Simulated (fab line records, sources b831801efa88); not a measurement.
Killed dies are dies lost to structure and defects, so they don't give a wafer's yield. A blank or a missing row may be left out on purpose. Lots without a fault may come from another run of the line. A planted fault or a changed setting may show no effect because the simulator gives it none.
fab line records | flow sky130
record lots=6 wafers=18 last_day=50
route steps=708 shown VIA3@593 METAL4@598 CAP2M@603 PAD_OPEN@708
lots that met no fault: from a run of the same line without faults
start_h: hours from the record's first day to the start of the lot's first wafer shown | wait_h: hours since the lot's step before | " the same as in the row above | L1.1+2: a row that stands for several wafers | - no value, or no start given | * or withheld: withheld | < > ~ a bound
route shown NAME@n: a module of which the file shows steps, and the number in the route of the first | usual: mean/standard deviation of fault-free wafers | same: alike in all rows | chamber/n: place in a boat | sites: the reading at each site | _std_site: their standard deviation | _edge_site: outer sites' mean less inner sites' | radius_mm: how far each site lies from the wafer's centre | mask NAME#n: copy n | behind: the tool/chamber that last shaped the wafer | hold: why the lot was held/for how many hours/how that ended | device: the transistor (n, p or np) that didn't switch | end of line: the same wafers' tests at the end of the route | a step without rows: its recipe alone | killed: dies lost to structure and defects at the first sort, not the wafer's yield | map: a wafer's dies, x killed, . not, _ none there
set.NAME: the setting as run; set.NAME@STEP: as run at that earlier step | model.NAME: the simulator's own value behind a step, which no gauge read
lots at some steps of the route; a table a step, a row a wafer
services: from which hour (start_h, from the record's first day; less than 0 if before it) a tool's chamber was out of use, for how many hours, and why
## steps
# step SKY_VIA3_SPUTTER_20
# recipe material=TiN target_thk_nm=20 chamber_pressure_pa=5 power_w=4000 time_s=80
# usual cathode_dc_power_W=4000.0/0.75 chamber_pressure_pa=5.001/0.0096 throttle_valve_pct=29.8/1.4
# same time_s=80
# columns lot.wafer tool chamber start_h wait_h cathode_dc_power_W chamber_pressure_pa throttle_valve_pct
L231.3 pvd_sputter-03 - 943.62 0.0 3999.7 5.022 31.9
L231.4 " - " " 3999.2 5.004 27.7
L231.6 " - " " 4000.3 5.015 27.5
L234.1 pvd_sputter-01 - 965.98 0.0 4000.2 5.021 29.2
L234.3 " - " " 4000.5 4.995 29.6
L234.4 " - " " 4000.8 4.997 29.3
L235.1 pvd_sputter-02 - 972.12 0.0 4001.7 4.993 30.1
L235.2 " - " " 3999.9 4.997 30.9
L235.5 " - " " 3999.9 5.004 30.4
L242.1 pvd_sputter-01 - 1033.85 0.0 4000.5 4.995 29.4
L242.2 " - " " 3999.1 4.989 29.4
L242.5 " - " " 4001.0 4.987 29.3
L247.1 pvd_sputter-02 - 1052.30 0.0 3999.5 4.984 29.9
L247.3 " - " " 4000.5 5.003 31.3
L247.4 " - " " 4000.2 4.992 30.5
L252.1 pvd_sputter-03 - 1088.39 0.0 4000.4 5.006 27.6
L252.2 " - " " 4000.3 5.009 32.0
L252.5 " - " " 4001.2 4.999 27.6
# step SKY_VIA3_CVD_21
# recipe material=W target_thk_nm=390 time_s=117.31 temp_c=400 pressure_torr=40
# step SKY_VIA3_RS_MEAS_22
# recipe thk_meas_gauge=four-point-probe reads=W_of_VIA3_CVD_21+TiN_of_VIA3_SPUTTER_20
# usual VIA3_W_RS=0.294/0.0033
# columns lot.wafer tool chamber start_h wait_h VIA3_W_RS[ohm/sq]
L231.3 film_metro-01 - 943.84 0.1 0.298
L231.4 " - " " 0.299
L231.6 " - " " 0.298
L234.1 film_metro-04 - 966.16 0.1 0.288
L234.3 " - " " 0.293
L234.4 " - " " 0.290
L235.1 film_metro-04 - 972.30 0.1 0.293
L235.2 " - " " 0.291
L235.5 " - " " 0.293
L242.1 film_metro-01 - 1034.04 0.1 0.296
L242.2 " - " " 0.293
L242.5 " - " " 0.295
L247.1 film_metro-03 - 1052.48 0.1 0.290
L247.3 " - " " 0.292
L247.4 " - " " 0.292
L252.1 film_metro-01 - 1088.57 0.1 0.294
L252.2 " - " " 0.290
L252.5 " - " " 0.295
# step SKY_VIA3_THK_MEAS_23
# recipe thk_meas_gauge=xrf reads=W_of_VIA3_CVD_21
# usual VIA3_W_THK=384/8
# columns lot.wafer tool chamber start_h wait_h VIA3_W_THK[nm]
L231.3 film_metro-01 - 943.94 0.1 370
L231.4 " - " " 369
L231.6 " - " " 373
L234.1 film_metro-04 - 966.28 0.1 394
L234.3 " - " " 389
L234.4 " - " " 389
L235.1 film_metro-04 - 972.42 0.1 389
L235.2 " - " " 392
L235.5 " - " " 387
L242.1 film_metro-01 - 1034.16 0.1 374
L242.2 " - " " 377
L242.5 " - " " 372
L247.1 film_metro-03 - 1052.60 0.1 392
L247.3 " - " " 393
L247.4 " - " " 390
L252.1 film_metro-01 - 1088.69 0.1 377
L252.2 " - " " 383
L252.5 " - " " 377
# step SKY_VIA3_CMP_24
# recipe stop_on=SiO2 t_overpolish_s=20 down_force_psi=3.5 platen_rpm=60 target_thk_nm=0 pad_velocity_m_s=0.94248
# step SKY_METAL4_SPUTTER_00
# recipe material=Ti target_thk_nm=15 power_w=3000 time_s=10 chamber_pressure_pa=0.4
# usual cathode_dc_power_W=3000.0/0.51 chamber_pressure_pa=0.4000/0.00087 throttle_valve_pct=29.9/1.6
# same time_s=10
# columns lot.wafer tool chamber start_h wait_h cathode_dc_power_W chamber_pressure_pa throttle_valve_pct
L231.3 pvd_sputter-04 - 944.28 0.2 2999.8 0.4007 31.6
L231.4 " - " " 2999.5 0.3995 28.2
L231.6 " - " " 3000.4 0.4011 31.3
L234.1 pvd_sputter-04 - 966.64 0.1 3000.2 0.4002 30.9
L234.3 " - " " 2999.7 0.4006 31.7
L234.4 " - " " 3000.4 0.4013 31.2
L235.1 pvd_sputter-04 - 972.78 0.1 2999.4 0.3993 31.7
L235.2 " - " " 3000.7 0.4006 28.1
L235.5 " - " " 2999.9 0.4002 30.7
L242.1 pvd_sputter-04 - 1034.52 0.1 2999.0 0.4009 30.9
L242.2 " - " " 2999.7 0.4015 31.3
L242.5 " - " " 3000.5 0.4004 31.1
L247.1 pvd_sputter-04 - 1052.96 0.1 3000.2 0.3999 31.7
L247.3 " - " " 3000.0 0.4016 31.3
L247.4 " - " " 2999.4 0.4005 30.7
L252.1 pvd_sputter-03 - 1089.09 0.2 3000.6 0.3993 29.1
L252.2 " - " " 2999.7 0.4003 27.8
L252.5 " - " " 2999.7 0.3999 32.0
# step SKY_METAL4_SPUTTER_01
# recipe material=TiN target_thk_nm=20 power_w=6500 time_s=16.7 chamber_pressure_pa=0.4
# step SKY_METAL4_SPUTTER_02
# recipe material=AlCu target_thk_nm=735 power_w=10600 time_s=39.1 chamber_pressure_pa=0.4
# usual cathode_dc_power_W=10600/1.9 chamber_pressure_pa=0.4000/0.00077 throttle_valve_pct=30.0/1.6
# same time_s=39.1
# columns lot.wafer tool chamber start_h wait_h cathode_dc_power_W chamber_pressure_pa throttle_valve_pct
L231.3 pvd_sputter-04 - 944.33 0.0 10601 0.4015 31.2
L231.4 " - " " 10601 0.4001 28.3
L231.6 " - " " 10600 0.4000 31.2
L234.1 pvd_sputter-04 - 966.69 0.0 10601 0.3991 30.8
L234.3 " - " " 10599 0.3996 31.3
L234.4 " - " " 10600 0.4007 31.5
L235.1 pvd_sputter-04 - 972.83 0.0 10597 0.3997 31.4
L235.2 " - " " 10601 0.3992 28.1
L235.5 " - " " 10600 0.4002 30.7
L242.1 pvd_sputter-04 - 1034.56 0.0 10601 0.3990 30.9
L242.2 " - " " 10597 0.4008 31.2
L242.5 " - " " 10599 0.3997 31.2
L247.1 pvd_sputter-04 - 1053.01 0.0 10598 0.4003 31.0
L247.3 " - " " 10600 0.4007 31.5
L247.4 " - " " 10603 0.4005 30.8
L252.1 pvd_sputter-03 - 1089.14 0.0 10597 0.3986 29.1
L252.2 " - " " 10599 0.3997 27.6
L252.5 " - " " 10598 0.4006 32.1
# step SKY_METAL4_SPUTTER_03
# recipe material=Ti target_thk_nm=5 power_w=3000 time_s=3.3 chamber_pressure_pa=0.4
# step SKY_METAL4_SPUTTER_04
# recipe material=TiN target_thk_nm=70 power_w=6500 time_s=58.3 chamber_pressure_pa=0.4
# usual cathode_dc_power_W=6499.8/1.2 chamber_pressure_pa=0.4001/0.00075 throttle_valve_pct=30.0/1.6
# same time_s=58.3
# columns lot.wafer tool chamber start_h wait_h cathode_dc_power_W chamber_pressure_pa throttle_valve_pct
L231.3 pvd_sputter-04 - 944.39 0.0 6499.2 0.4015 31.5
L231.4 " - " " 6500.6 0.3990 28.3
L231.6 " - " " 6497.8 0.4000 31.3
L234.1 pvd_sputter-04 - 966.75 0.0 6499.3 0.4007 30.9
L234.3 " - " " 6500.8 0.3993 31.5
L234.4 " - " " 6499.3 0.3994 31.4
L235.1 pvd_sputter-04 - 972.89 0.0 6499.1 0.3993 31.1
L235.2 " - " " 6498.5 0.4001 28.3
L235.5 " - " " 6501.9 0.4002 30.9
L242.1 pvd_sputter-04 - 1034.62 0.0 6499.6 0.4007 31.1
L242.2 " - " " 6501.1 0.3999 31.5
L242.5 " - " " 6498.3 0.4014 30.8
L247.1 pvd_sputter-04 - 1053.07 0.0 6501.5 0.4000 31.4
L247.3 " - " " 6499.1 0.4012 31.2
L247.4 " - " " 6499.2 0.4000 30.9
L252.1 pvd_sputter-03 - 1089.20 0.0 6501.5 0.3991 29.0
L252.2 " - " " 6500.1 0.3999 27.6
L252.5 " - " " 6500.1 0.4001 32.0
# step SKY_CAP2M_CVD_00
# recipe material=SiO2 target_thk_nm=15.5 temp_c=400 time_s=withheld rf_w=450
# usual heater_power_w=688/68
# columns lot.wafer tool chamber start_h wait_h heater_power_w
L231.3 pecvd-04 2 944.44 0.0 663
L231.4 " 2 " " 656
L231.6 " 1 " " 683
L234.1 pecvd-01 2 966.80 0.0 758
L234.3 " 0 " " 640
L234.4 " 1 " " 667
L235.1 pecvd-01 1 972.94 0.0 626
L235.2 " 2 " " 797
L235.5 " 0 " " 672
L242.1 pecvd-04 1 1034.67 0.0 736
L242.2 " 2 " " 752
L242.5 " 2 " " 727
L247.1 pecvd-01 0 1053.12 0.0 707
L247.3 " 1 " " 675
L247.4 " 0 " " 697
L252.1 pecvd-04 0 1089.25 0.0 617
L252.2 " 1 " " 800
L252.5 " 0 " " 608
# step SKY_CAP2M_THK_MEAS_01
# recipe reads=SiO2_of_CAP2M_CVD_00
# usual CAP2M_CVD_00_THK=15.54/0.24
# columns lot.wafer tool chamber start_h wait_h CAP2M_CVD_00_THK[nm]
L231.3 film_metro-02 - 944.48 - 15.42
L231.4 " - " " 15.75
L231.6 " - " " 15.44
L234.1 film_metro-04 - 966.82 - 15.22
L234.3 " - " " 15.21
L234.4 " - " " 15.39
L235.1 film_metro-04 - 972.96 - 15.52
L235.2 " - " " 15.36
L235.5 " - " " 15.74
L242.1 film_metro-04 - 1034.69 - 15.70
L242.2 " - " " 15.71
L242.5 " - " " 15.84
L247.1 film_metro-02 - 1053.14 - 15.63
L247.3 " - " " 15.49
L247.4 " - " " 15.89
L252.1 film_metro-04 - 1089.27 - 15.61
L252.2 " - " " 15.43
L252.5 " - " " 15.88
# step SKY_CAP2M_SPUTTER_02
# recipe material=TiN target_thk_nm=200 temp_c=300 power_w=6500 time_s=166.7 chamber_pressure_pa=0.4
# usual cathode_dc_power_W=6500.0/1.2 chamber_pressure_pa=0.3999/0.0008 throttle_valve_pct=30.3/0.99
# same time_s=166.7
# columns lot.wafer tool chamber start_h wait_h cathode_dc_power_W chamber_pressure_pa throttle_valve_pct
L231.3 pvd_sputter-02 - 944.52 0.0 6499.4 0.3997 29.6
L231.4 " - " " 6500.2 0.3996 30.6
L231.6 " - " " 6501.0 0.3992 29.6
L234.1 pvd_sputter-01 - 966.88 0.1 6499.4 0.4012 29.5
L234.3 " - " " 6500.0 0.4001 29.6
L234.4 " - " " 6499.0 0.3805 32.3
L235.1 pvd_sputter-01 - 973.02 0.1 6501.1 0.4011 29.6
L235.2 " - " " 6499.3 0.3809 32.0
L235.5 " - " " 6499.4 0.3808 32.6
L242.1 pvd_sputter-02 - 1034.75 0.1 6501.4 0.3983 31.2
L242.2 " - " " 6498.9 0.3988 29.9
L242.5 " - " " 6500.7 0.3987 29.7
L247.1 pvd_sputter-01 - 1053.20 0.1 6499.8 0.3992 30.1
L247.3 " - " " 6500.0 0.4007 29.5
L247.4 " - " " 6500.5 0.3990 31.2
L252.1 pvd_sputter-02 - 1089.33 0.1 6502.1 0.4000 30.0
L252.2 " - " " 6500.6 0.3985 30.8
L252.5 " - " " 6500.0 0.3970 30.5
# step SKY_CAP2M_RS_MEAS_03
# recipe thk_meas_gauge=four-point-probe reads=TiN_of_CAP2M_SPUTTER_02
# usual CAP2M_TIN_RS=6.93/0.067
# columns lot.wafer tool chamber start_h wait_h CAP2M_TIN_RS[ohm/sq]
L231.3 film_metro-04 - 944.67 0.1 7.04
L231.4 " - " " 7.03
L231.6 " - " " 7.02
L234.1 film_metro-02 - 966.99 0.1 7.02
L234.3 " - " " 6.98
L234.4 " - " " 7.01
L235.1 film_metro-02 - 973.13 0.1 6.97
L235.2 " - " " 6.89
L235.5 " - " " 6.85
L242.1 film_metro-03 - 1034.86 0.1 7.09
L242.2 " - " " 7.02
L242.5 " - " " 7.04
L247.1 film_metro-03 - 1053.31 0.1 6.85
L247.3 " - " " 6.92
L247.4 " - " " 6.94
L252.1 film_metro-02 - 1089.44 0.1 6.87
L252.2 " - " " 6.92
L252.5 " - " " 6.91
# step SKY_PAD_OPEN_PROBE_99
# usual defect_limited_yield=82.6/1.7 killed_at_M0_to_M3=43/6.5 killed_at_M4_up=3.2/1.9 killed_at_contacts=25/5.5 killed_at_front_end=14/4.2 killed_at_other=0.2/0.44 killed_dies=85/8.5 killed_on_rim=16/3.3 killed_open=47/7 killed_short=39/6.3 sort_bin_3_pad_short=0.9/0.46 sort_bin_5_function=10.3/1.4 sort_bin_6_memory=6.2/1.2 sort_n_pass=407/8.5 sort_yield_pct=82.6/1.7
# same gross_dies=492 killed_at_back_side=0 sort_bin_4_leakage[%]=0 sort_bin_8_speed[%]=0
# columns lot.wafer tool chamber start_h wait_h defect_limited_yield[%] killed_at_M0_to_M3 killed_at_M4_up killed_at_contacts killed_at_front_end killed_at_other killed_dies killed_on_rim killed_open killed_short sort_bin_3_pad_short[%] sort_bin_5_function[%] sort_bin_6_memory[%] sort_n_pass sort_yield_pct[%]
L231.3 prober-01 - 1089.29 0.2 85.8 35 1 24 10 0 70 18 38 32 1.0 7.3 5.9 422 85.8
L231.4 prober-01 - 1089.34 0.2 80.1 56 4 21 17 0 98 14 55 43 0.4 10.2 9.3 394 80.1
L231.6 prober-01 - 1089.44 0.2 83.3 37 1 30 12 2 82 17 44 38 0.6 9.3 6.7 410 83.3
L234.1 prober-02 - 1109.34 0.1 84.6 34 7 22 12 1 76 16 44 32 0.6 10.8 4.1 416 84.6
L234.3 prober-02 - 1109.44 0.2 82.9 36 5 32 11 0 84 20 38 46 2.0 8.1 6.9 408 82.9
L234.4 prober-02 - 1109.49 0.2 79.7 53 5 34 8 0 100 17 54 46 1.2 12.0 7.1 392 79.7
L235.1 prober-01 - 1114.64 0.1 83.5 29 4 36 12 0 81 17 43 38 0.8 11.0 4.7 411 83.5
L235.2 prober-01 - 1114.69 0.1 81.3 38 1 36 17 0 92 18 52 40 1.8 10.2 6.7 400 81.3
L235.5 prober-01 - 1114.84 0.2 83.3 39 2 27 14 0 82 18 45 37 0.8 10.0 5.9 410 83.3
L242.1 prober-02 - 1164.77 0.1 82.1 37 7 27 17 0 88 15 43 45 0.2 10.4 7.3 404 82.1
L242.2 prober-02 - 1164.82 0.1 78.5 60 2 26 18 0 106 16 70 36 0.8 13.8 6.9 386 78.5
L242.5 prober-02 - 1164.97 0.2 80.3 51 3 24 18 1 97 19 45 52 0.4 10.2 9.1 395 80.3
L247.1 prober-01 - 1179.90 0.1 81.3 47 6 20 18 1 92 17 52 40 1.8 10.0 6.9 400 81.3
L247.3 prober-01 - 1180.00 0.2 85.6 35 5 18 13 0 71 13 42 29 0.4 8.5 5.5 421 85.6
L247.4 prober-01 - 1180.05 0.2 83.1 46 1 18 18 0 83 15 43 40 1.0 8.7 7.1 409 83.1
# killed by level:class
L231.3 VIA1:geometric_particle:open=11 CONTACT:geometric_particle:open=8 LOCAL_INTERCONNECT:geometric_particle:short=6 VIA3:geometric_particle:open=6 POLY_GATE:geometric_particle:short=4 CONTACT:geometric_particle:short=4 VIA1:geometric_particle:short=4 FIELD_ISO:geometric_particle:open=3
L231.4 VIA1:geometric_particle:open=20 METAL1:geometric_particle:short=8 CONTACT:geometric_particle:open=7 VIA3:geometric_particle:open=7 LI_CONTACT:geometric_particle:open=5 POLY_GATE:geometric_particle:short=5 METAL2:geometric_particle:short=5 CONTACT:geometric_particle:short=5
L231.6 CONTACT:geometric_particle:open=12 VIA1:geometric_particle:open=8 LI_CONTACT:geometric_particle:open=7 METAL2:geometric_particle:short=7 METAL1:geometric_particle:short=6 FIELD_ISO:geometric_particle:open=5 LI_CONTACT:geometric_particle:short=4 LOCAL_INTERCONNECT:geometric_particle:short=4
L234.1 LI_CONTACT:geometric_particle:open=7 VIA1:geometric_particle:open=7 CONTACT:geometric_particle:open=6 VIA3:geometric_particle:open=6 METAL4:geometric_particle:short=6 VIA2:geometric_particle:open=5 LI_CONTACT:geometric_particle:short=4 METAL2:geometric_particle:short=4
L234.3 LI_CONTACT:geometric_particle:open=11 METAL1:geometric_particle:short=8 CONTACT:geometric_particle:open=7 LOCAL_INTERCONNECT:geometric_particle:short=6 METAL2:geometric_particle:short=6 VIA3:geometric_particle:short=5 METAL4:geometric_particle:short=5 CONTACT:geometric_particle:short=4
L234.4 LI_CONTACT:geometric_particle:open=14 VIA2:geometric_particle:open=12 CONTACT:geometric_particle:open=8 VIA1:geometric_particle:open=8 METAL1:geometric_particle:short=7 LOCAL_INTERCONNECT:geometric_particle:short=6 VIA3:geometric_particle:short=6 METAL2:geometric_particle:short=5
L235.1 CONTACT:geometric_particle:open=16 CONTACT:geometric_particle:short=9 VIA1:geometric_particle:open=8 METAL1:geometric_particle:short=6 LI_CONTACT:geometric_particle:open=5 POLY_GATE:geometric_particle:open=4 VIA2:geometric_particle:open=4 LOCAL_INTERCONNECT:geometric_particle:short=4
L235.2 CONTACT:geometric_particle:open=15 LI_CONTACT:geometric_particle:open=7 VIA1:geometric_particle:open=7 METAL2:geometric_particle:short=6 CONTACT:geometric_particle:short=6 LOCAL_INTERCONNECT:geometric_particle:short=5 METAL1:geometric_particle:short=5 FIELD_ISO:geometric_particle:open=4
L235.5 CONTACT:geometric_particle:open=11 CONTACT:geometric_particle:short=7 VIA3:geometric_particle:open=7 VIA1:geometric_particle:open=5 METAL1:geometric_particle:short=5 POLY_GATE:geometric_particle:short=4 SPACER:geometric_particle:open=4 LI_CONTACT:geometric_particle:open=4
L242.1 CONTACT:geometric_particle:open=10 METAL3:geometric_particle:short=8 LI_CONTACT:geometric_particle:open=7 VIA1:geometric_particle:open=7 FIELD_ISO:geometric_particle:short=5 METAL1:geometric_particle:short=5 VIA1:geometric_particle:short=5 FIELD_ISO:geometric_particle:open=4
L242.2 VIA1:geometric_particle:open=28 CONTACT:geometric_particle:open=12 VIA2:geometric_particle:open=10 VIA1:geometric_particle:short=8 LI_CONTACT:geometric_particle:open=7 POLY_GATE:geometric_particle:open=6 FIELD_ISO:geometric_particle:open=4 POLY_GATE:geometric_particle:short=4
L242.5 CONTACT:geometric_particle:open=13 VIA1:geometric_particle:open=13 VIA1:geometric_particle:short=8 METAL2:geometric_particle:short=8 METAL1:geometric_particle:short=7 POLY_GATE:geometric_particle:short=5 VIA3:geometric_particle:open=4 LOCAL_INTERCONNECT:geometric_particle:short=4
L247.1 VIA1:geometric_particle:open=14 LI_CONTACT:geometric_particle:open=10 FIELD_ISO:geometric_particle:short=7 VIA2:geometric_particle:open=7 VIA3:geometric_particle:open=7 LOCAL_INTERCONNECT:geometric_particle:short=5 METAL2:geometric_particle:short=5 METAL1:geometric_particle:short=4
L247.3 CONTACT:geometric_particle:open=11 VIA1:geometric_particle:open=9 FIELD_ISO:geometric_particle:open=5 LOCAL_INTERCONNECT:geometric_particle:short=5 METAL2:geometric_particle:open=4 VIA2:geometric_particle:open=4 VIA3:geometric_particle:open=4 METAL2:geometric_particle:short=3
L247.4 VIA1:geometric_particle:open=12 METAL2:geometric_particle:short=6 FIELD_ISO:geometric_particle:short=5 CONTACT:geometric_particle:open=5 METAL1:geometric_particle:short=5 VIA2:geometric_particle:open=5 VIA3:geometric_particle:open=5 FIELD_ISO:geometric_particle:open=4
## services
# columns tool chamber start_h hours kind
pecvd-04 - 925.96 1.6 repair
pecvd-04 1 941.01 2.1 scheduled_down
pecvd-04 2 969.16 3.3 repair
pecvd-04 1 969.90 3.3 repair
pecvd-01 1 999.38 - clean
pecvd-01 1 999.38 - consumable_replace:showerhead
pecvd-01 1 999.38 29.0 scheduled_down
pecvd-01 1 999.38 29.0 vent_cycle
pecvd-04 2 1007.30 5.5 scheduled_down
pvd_sputter-03 - 1025.08 1.1 repair
## key
first_sign step=SKY_CAP2M_SPUTTER_02 reading=chamber_pressure_pa direction=down sigmas=24 usual=0.3999 struck=0.3807
effect none on later readings
met_at SKY_CAP2M_SPUTTER_02
struck_wafers L234.4,L235.2,L235.5
fault kind=process_parameter_drift tool=pvd_sputter-01 chamber=- onset_h=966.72 steps=SKY_CAP2M_SPUTTER_02 channel=chamber_pressure_pa offset=-0.018908 shape=step end_h=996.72 acts_in=these_recipes_only stated=0.4 scope=struck_wafers_only
